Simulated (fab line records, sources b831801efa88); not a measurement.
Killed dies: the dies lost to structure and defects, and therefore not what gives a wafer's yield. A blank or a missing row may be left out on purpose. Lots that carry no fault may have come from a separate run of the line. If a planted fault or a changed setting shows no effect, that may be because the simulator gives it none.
Which tool was responsible? || flow sky130 || 11 lots with 33 wafers sampled at 6 steps, on a route of 708 steps

WHAT THE GAUGES SHOWED, per wafer
SKY_RES_PROTECT_TW_MEAS_08. Usual: POLY_GATE_TW 4045, standard deviation 40.
{"lot": "L760", "measured": "day 17 00:17", "on": "film-metro-03", "POLY_GATE_TW": "4028 4018 4028", "flag": ""}
{"lot": "L762", "measured": "day 18 14:40", "on": "film-metro-01", "POLY_GATE_TW": "3963 3947 3955", "flag": ""}
{"lot": "L764", "measured": "day 18 19:35", "on": "film-metro-02", "POLY_GATE_TW": "4080 4087 4081", "flag": ""}
{"lot": "L763", "measured": "day 18 23:13", "on": "film-metro-02", "POLY_GATE_TW": "4066 4083 4092", "flag": ""}
{"lot": "L765", "measured": "day 19 05:25", "on": "film-metro-02", "POLY_GATE_TW": "4062 4063 4052", "flag": ""}
{"lot": "L767", "measured": "day 19 21:19", "on": "film-metro-02", "POLY_GATE_TW": "4085 4082 4079", "flag": ""}
{"lot": "L768", "measured": "day 20 08:34", "on": "film-metro-02", "POLY_GATE_TW": "3566 3536 3561", "flag": "OFF"}
{"lot": "L771", "measured": "day 21 05:06", "on": "film-metro-02", "POLY_GATE_TW": "3586 3556 3569", "flag": "OFF"}
{"lot": "L772", "measured": "day 21 18:25", "on": "film-metro-01", "POLY_GATE_TW": "3998 4014 3996", "flag": ""}
{"lot": "L774", "measured": "day 22 05:28", "on": "film-metro-01", "POLY_GATE_TW": "3999 3973 3961", "flag": ""}
{"lot": "L775", "measured": "day 22 12:53", "on": "film-metro-02", "POLY_GATE_TW": "4103 4105 4122", "flag": ""}

SKY_POLY_GATE_CD_MEAS_22. Usual: cd-nm reads 150.1 nm (standard deviation 2.1).
{"lot": "L760", "measured": "day 18 11:53", "on": "cd-sem-01", "cd-nm (nm)": "148.8 148.1 148.7", "flag": ""}
{"lot": "L762", "measured": "day 20 01:15", "on": "cd-sem-01", "cd-nm (nm)": "148.5 151.2 153.7", "flag": ""}
{"lot": "L764", "measured": "day 20 06:49", "on": "cd-sem-01", "cd-nm (nm)": "155.0 151.0 152.2", "flag": ""}
{"lot": "L763", "measured": "day 20 12:14", "on": "cd-sem-02", "cd-nm (nm)": "150.1 151.9 148.9", "flag": ""}
{"lot": "L765", "measured": "day 20 16:49", "on": "cd-sem-01", "cd-nm (nm)": "146.9 150.3 152.9", "flag": ""}
{"lot": "L767", "measured": "day 21 08:13", "on": "cd-sem-01", "cd-nm (nm)": "147.6 153.9 148.6", "flag": ""}
{"lot": "L768", "measured": "day 21 19:23", "on": "cd-sem-01", "cd-nm (nm)": "150.7 148.5 148.6", "flag": ""}
{"lot": "L771", "measured": "day 22 18:08", "on": "cd-sem-02", "cd-nm (nm)": "155.3 149.0 148.1", "flag": ""}
{"lot": "L772", "measured": "day 23 04:28", "on": "cd-sem-02", "cd-nm (nm)": "149.4 147.8 147.9", "flag": ""}
{"lot": "L774", "measured": "day 23 14:52", "on": "cd-sem-02", "cd-nm (nm)": "148.4 146.5 147.9", "flag": ""}
{"lot": "L775", "measured": "day 23 22:34", "on": "cd-sem-01", "cd-nm (nm)": "149.1 149.5 151.7", "flag": ""}

SKY_VIA1_THK_MEAS_23: measures by xrf. Usual: VIA1_W_THK 269.4 nm, standard deviation 2.9.
{"lot": "L760", "measured": "day 35 18:17", "on": "film-metro-03", "VIA1_W_THK (nm)": "267.2 270.8 270.1", "flag": ""}
{"lot": "L762", "measured": "day 37 03:15", "on": "film-metro-01", "VIA1_W_THK (nm)": "271.7 271.2 267.3", "flag": ""}
{"lot": "L764", "measured": "day 37 06:00", "on": "film-metro-01", "VIA1_W_THK (nm)": "271.0 268.5 269.0", "flag": ""}
{"lot": "L763", "measured": "day 37 11:19", "on": "film-metro-01", "VIA1_W_THK (nm)": "269.7 269.0 264.8", "flag": ""}
{"lot": "L765", "measured": "day 37 19:20", "on": "film-metro-04", "VIA1_W_THK (nm)": "268.1 269.9 268.3", "flag": ""}
{"lot": "L767", "measured": "day 38 07:12", "on": "film-metro-04", "VIA1_W_THK (nm)": "269.4 265.6 269.8", "flag": ""}
{"lot": "L768", "measured": "day 38 14:15", "on": "film-metro-03", "VIA1_W_THK (nm)": "266.4 269.8 272.7", "flag": ""}
{"lot": "L771", "measured": "day 39 10:23", "on": "film-metro-03", "VIA1_W_THK (nm)": "266.8 272.8 266.9", "flag": ""}
{"lot": "L772", "measured": "day 39 18:42", "on": "film-metro-01", "VIA1_W_THK (nm)": "275.3 271.8 275.7", "flag": ""}
{"lot": "L774", "measured": "day 40 02:35", "on": "film-metro-03", "VIA1_W_THK (nm)": "272.4 272.2 269.7", "flag": ""}
{"lot": "L775", "measured": "day 40 09:41", "on": "film-metro-03", "VIA1_W_THK (nm)": "266.8 266.6 268.2", "flag": ""}

WHAT TOOL EACH LOT RAN ON (gives the tool, then ch and the chambers of the sampled wafers, and finally the start)
{"lot": "L760", "SKY_POLY_GATE_IMPLANT_02": "implanter-01 ch 0, day 17 00:02", "SKY_RES_PROTECT_STRIP_07": "plasma-asher-01 ch 0,1, day 17 00:11", "SKY_VIA1_ETCH_14": "rie-diel-04 ch 0,2,3, day 35 17:19"}
{"lot": "L762", "SKY_POLY_GATE_IMPLANT_02": "implanter-01 ch 0, day 18 14:25", "SKY_RES_PROTECT_STRIP_07": "plasma-asher-03 ch 0,1, day 18 14:34", "SKY_VIA1_ETCH_14": "rie-diel-01 ch 1,2,3, day 37 02:18"}
{"lot": "L764", "SKY_POLY_GATE_IMPLANT_02": "implanter-01 ch 0, day 18 19:22", "SKY_RES_PROTECT_STRIP_07": "plasma-asher-01 ch 0,1, day 18 19:29", "SKY_VIA1_ETCH_14": "rie-diel-01 ch 0,1,3, day 37 05:01"}
{"lot": "L763", "SKY_POLY_GATE_IMPLANT_02": "implanter-01 ch 0, day 18 22:59", "SKY_RES_PROTECT_STRIP_07": "plasma-asher-01 ch 0,1, day 18 23:07", "SKY_VIA1_ETCH_14": "rie-diel-04 ch 1,2, day 37 10:18"}
{"lot": "L765", "SKY_POLY_GATE_IMPLANT_02": "implanter-04 ch 0, day 19 05:10", "SKY_RES_PROTECT_STRIP_07": "plasma-asher-01 ch 0,1, day 19 05:19", "SKY_VIA1_ETCH_14": "rie-diel-04 ch 2,3, day 37 18:22"}
{"lot": "L767", "SKY_POLY_GATE_IMPLANT_02": "implanter-04 ch 0, day 19 21:04", "SKY_RES_PROTECT_STRIP_07": "plasma-asher-04 ch 0,1, day 19 21:13", "SKY_VIA1_ETCH_14": "rie-diel-01 ch 0,2,3, day 38 06:15"}
{"lot": "L768", "SKY_POLY_GATE_IMPLANT_02": "implanter-04 ch 0, day 20 08:20", "SKY_RES_PROTECT_STRIP_07": "plasma-asher-04 ch 0,1, day 20 08:28", "SKY_VIA1_ETCH_14": "rie-diel-01 ch 0,1,2, day 38 13:16"}
{"lot": "L771", "SKY_POLY_GATE_IMPLANT_02": "implanter-04 ch 0, day 21 04:52", "SKY_RES_PROTECT_STRIP_07": "plasma-asher-03 ch 0,1, day 21 04:59", "SKY_VIA1_ETCH_14": "rie-diel-01 ch 0,1, day 39 09:22"}
{"lot": "L772", "SKY_POLY_GATE_IMPLANT_02": "implanter-01 ch 0, day 21 18:11", "SKY_RES_PROTECT_STRIP_07": "plasma-asher-03 ch 0,1, day 21 18:19", "SKY_VIA1_ETCH_14": "rie-diel-03 ch 0,1,3, day 39 17:40"}
{"lot": "L774", "SKY_POLY_GATE_IMPLANT_02": "implanter-01 ch 0, day 22 05:14", "SKY_RES_PROTECT_STRIP_07": "plasma-asher-04 ch 0, day 22 05:22", "SKY_VIA1_ETCH_14": "rie-diel-04 ch 0,2,3, day 40 01:37"}
{"lot": "L775", "SKY_POLY_GATE_IMPLANT_02": "implanter-01 ch 0, day 22 12:38", "SKY_RES_PROTECT_STRIP_07": "plasma-asher-01 ch 0,1, day 22 12:47", "SKY_VIA1_ETCH_14": "rie-diel-01 ch 0,1,3, day 40 08:37"}
- SKY_POLY_GATE_IMPLANT_02
- SKY_RES_PROTECT_STRIP_07: strips in O2/N2.
- SKY_VIA1_ETCH_14: etches BARC in N2/H2, stops on SiO2, time 45.9 s, target depth 60 nm.

WHAT THE TOOLS THEMSELVES READ (means of the sampled wafers that have a number; where no wafer has one, the mark that the record gives instead)
SKY_POLY_GATE_IMPLANT_02. Usual: beam-on-s 36 s, standard deviation 6; dose-ions-cm2 7.7e+15, standard deviation 7.4e+12.
{"lot": "L760", "tool": "implanter-01", "beam-on-s (s)": 42, "dose-ions-cm2": 7.7e+15, "flag": ""}
{"lot": "L762", "tool": "implanter-01", "beam-on-s (s)": 43, "dose-ions-cm2": 7.7e+15, "flag": ""}
{"lot": "L764", "tool": "implanter-01", "beam-on-s (s)": 42, "dose-ions-cm2": 7.7e+15, "flag": ""}
{"lot": "L763", "tool": "implanter-01", "beam-on-s (s)": 42, "dose-ions-cm2": 7.7e+15, "flag": ""}
{"lot": "L765", "tool": "implanter-04", "beam-on-s (s)": 33, "dose-ions-cm2": 7.7e+15, "flag": ""}
{"lot": "L767", "tool": "implanter-04", "beam-on-s (s)": 32, "dose-ions-cm2": 7.7e+15, "flag": ""}
{"lot": "L768", "tool": "implanter-04", "beam-on-s (s)": 10, "dose-ions-cm2": 2.1e+15, "flag": "OFF"}
{"lot": "L771", "tool": "implanter-04", "beam-on-s (s)": 10, "dose-ions-cm2": 2.1e+15, "flag": "OFF"}
{"lot": "L772", "tool": "implanter-01", "beam-on-s (s)": 41, "dose-ions-cm2": 7.7e+15, "flag": ""}
{"lot": "L774", "tool": "implanter-01", "beam-on-s (s)": 42, "dose-ions-cm2": 7.7e+15, "flag": ""}
{"lot": "L775", "tool": "implanter-01", "beam-on-s (s)": 41, "dose-ions-cm2": 7.7e+15, "flag": ""}

SKY_RES_PROTECT_STRIP_07. Usual: drypump-motor-current-A 5.95 A, standard deviation 0.24; o2-flow-sccm 3000 sccm, standard deviation 9.8; oes-product-au 0.518 a.u., standard deviation 0.0046; strip-time-to-endpoint-s 23.29 s, standard deviation 0.035.
{"lot": "L760", "tool": "plasma-asher-01", "drypump-motor-current-A (A)": 5.86, "o2-flow-sccm (sccm)": 3003, "oes-product-au (a.u.)": 0.518, "strip-time-to-endpoint-s (s)": 23.27, "flag": ""}
{"lot": "L762", "tool": "plasma-asher-03", "drypump-motor-current-A (A)": 5.97, "o2-flow-sccm (sccm)": 3017, "oes-product-au (a.u.)": 0.520, "strip-time-to-endpoint-s (s)": 23.30, "flag": ""}
{"lot": "L764", "tool": "plasma-asher-01", "drypump-motor-current-A (A)": 5.88, "o2-flow-sccm (sccm)": 3010, "oes-product-au (a.u.)": 0.513, "strip-time-to-endpoint-s (s)": 23.31, "flag": ""}
{"lot": "L763", "tool": "plasma-asher-01", "drypump-motor-current-A (A)": 5.88, "o2-flow-sccm (sccm)": 2996, "oes-product-au (a.u.)": 0.517, "strip-time-to-endpoint-s (s)": 23.31, "flag": ""}
{"lot": "L765", "tool": "plasma-asher-01", "drypump-motor-current-A (A)": 5.85, "o2-flow-sccm (sccm)": 3009, "oes-product-au (a.u.)": 0.516, "strip-time-to-endpoint-s (s)": 23.29, "flag": ""}
{"lot": "L767", "tool": "plasma-asher-04", "drypump-motor-current-A (A)": 5.97, "o2-flow-sccm (sccm)": 2999, "oes-product-au (a.u.)": 0.516, "strip-time-to-endpoint-s (s)": 23.30, "flag": ""}
{"lot": "L768", "tool": "plasma-asher-04", "drypump-motor-current-A (A)": 5.99, "o2-flow-sccm (sccm)": 2998, "oes-product-au (a.u.)": 0.598, "strip-time-to-endpoint-s (s)": 18.46, "flag": "OFF"}
{"lot": "L771", "tool": "plasma-asher-03", "drypump-motor-current-A (A)": 5.99, "o2-flow-sccm (sccm)": 3003, "oes-product-au (a.u.)": 0.600, "strip-time-to-endpoint-s (s)": 18.38, "flag": "OFF"}
{"lot": "L772", "tool": "plasma-asher-03", "drypump-motor-current-A (A)": 5.81, "o2-flow-sccm (sccm)": 2997, "oes-product-au (a.u.)": 0.516, "strip-time-to-endpoint-s (s)": 23.28, "flag": ""}
{"lot": "L774", "tool": "plasma-asher-04", "drypump-motor-current-A (A)": 6.02, "o2-flow-sccm (sccm)": 3004, "oes-product-au (a.u.)": 0.510, "strip-time-to-endpoint-s (s)": 23.27, "flag": ""}
{"lot": "L775", "tool": "plasma-asher-01", "drypump-motor-current-A (A)": 6.06, "o2-flow-sccm (sccm)": 2993, "oes-product-au (a.u.)": 0.522, "strip-time-to-endpoint-s (s)": 23.36, "flag": ""}

SKY_VIA1_ETCH_14. Usual: bias-w 100.0 W, standard deviation 0.3; drypump-motor-current-A 5.8 A, standard deviation 0.55; oes-product-au 0.854 a.u., standard deviation 0.0048; throttle-valve-pct 13.224 %, standard deviation 0.0082.
{"lot": "L760", "tool": "rie-diel-04", "bias-w (W)": 100.1, "drypump-motor-current-A (A)": 5.9, "oes-product-au (a.u.)": 0.858, "throttle-valve-pct (%)": 13.227, "flag": ""}
{"lot": "L762", "tool": "rie-diel-01", "bias-w (W)": 99.7, "drypump-motor-current-A (A)": 5.6, "oes-product-au (a.u.)": 0.852, "throttle-valve-pct (%)": 13.218, "flag": ""}
{"lot": "L764", "tool": "rie-diel-01", "bias-w (W)": 100.0, "drypump-motor-current-A (A)": 5.4, "oes-product-au (a.u.)": 0.855, "throttle-valve-pct (%)": 13.227, "flag": ""}
{"lot": "L763", "tool": "rie-diel-04", "bias-w (W)": 99.8, "drypump-motor-current-A (A)": 6.0, "oes-product-au (a.u.)": 0.848, "throttle-valve-pct (%)": 13.227, "flag": ""}
{"lot": "L765", "tool": "rie-diel-04", "bias-w (W)": 99.5, "drypump-motor-current-A (A)": 6.2, "oes-product-au (a.u.)": 0.856, "throttle-valve-pct (%)": 13.227, "flag": ""}
{"lot": "L767", "tool": "rie-diel-01", "bias-w (W)": 100.1, "drypump-motor-current-A (A)": 5.9, "oes-product-au (a.u.)": 0.854, "throttle-valve-pct (%)": 13.231, "flag": ""}
{"lot": "L768", "tool": "rie-diel-01", "bias-w (W)": 99.6, "drypump-motor-current-A (A)": 6.0, "oes-product-au (a.u.)": 0.851, "throttle-valve-pct (%)": 13.218, "flag": ""}
{"lot": "L771", "tool": "rie-diel-01", "bias-w (W)": 99.9, "drypump-motor-current-A (A)": 5.4, "oes-product-au (a.u.)": 0.854, "throttle-valve-pct (%)": 13.218, "flag": ""}
{"lot": "L772", "tool": "rie-diel-03", "bias-w (W)": 100.1, "drypump-motor-current-A (A)": 5.8, "oes-product-au (a.u.)": 0.858, "throttle-valve-pct (%)": 13.222, "flag": ""}
{"lot": "L774", "tool": "rie-diel-04", "bias-w (W)": 100.0, "drypump-motor-current-A (A)": 5.9, "oes-product-au (a.u.)": 0.852, "throttle-valve-pct (%)": 13.228, "flag": ""}
{"lot": "L775", "tool": "rie-diel-01", "bias-w (W)": 100.1, "drypump-motor-current-A (A)": 5.4, "oes-product-au (a.u.)": 0.857, "throttle-valve-pct (%)": 13.226, "flag": ""}

THE ANSWER, worked out from the rows above alone
Rule: a lot is off if the mean of its wafers that have a number lies more than 3 standard deviations from the usual mean. A lot without any number at a reading at which 4 lots or more have one is off too. Where the step has rows for the other lots, those lots are counted as sound. First the gauges in route order, then the tools' own readings, where a lot's mean is used as printed above. The first step at which some lot is off is used, and at that step the reading that is off furthest; a lot without a number counts as furthest.
Off: at SKY_RES_PROTECT_TW_MEAS_08 (POLY_GATE_TW), L768, L771.
A tool fits if, at a process step before that reading, it ran every lot that is off, and no sound lot after the first of them. The gauges at SKY_RES_PROTECT_TW_MEAS_08 aren't tried: what is off there is off at SKY_POLY_GATE_IMPLANT_02 too, on other tools, and a gauge's error can't cause that. One candidate fits, namely implanter-04 at SKY_POLY_GATE_IMPLANT_02. A fault onset in the window from L767 (day 19 21:04, its last sound lot) to L768 (day 20 08:20, its first lot off) fits.
The tool's own readings at SKY_POLY_GATE_IMPLANT_02 bear it out: on the lots that are off they differ by more than 5 times the standard deviation of the sound lots' means. beam-on-s reads 10 s there against 40 s on the sound lots; dose-ions-cm2 reads 2.1e+15 there against 7.7e+15 on the sound lots.

WHAT THE SIMULATOR HAD PUT IN
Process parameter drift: implanter-04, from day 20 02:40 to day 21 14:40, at SKY_POLY_GATE_IMPLANT_02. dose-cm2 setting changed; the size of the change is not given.
Lots struck among those shown: L768, L771. The rule above found the same.
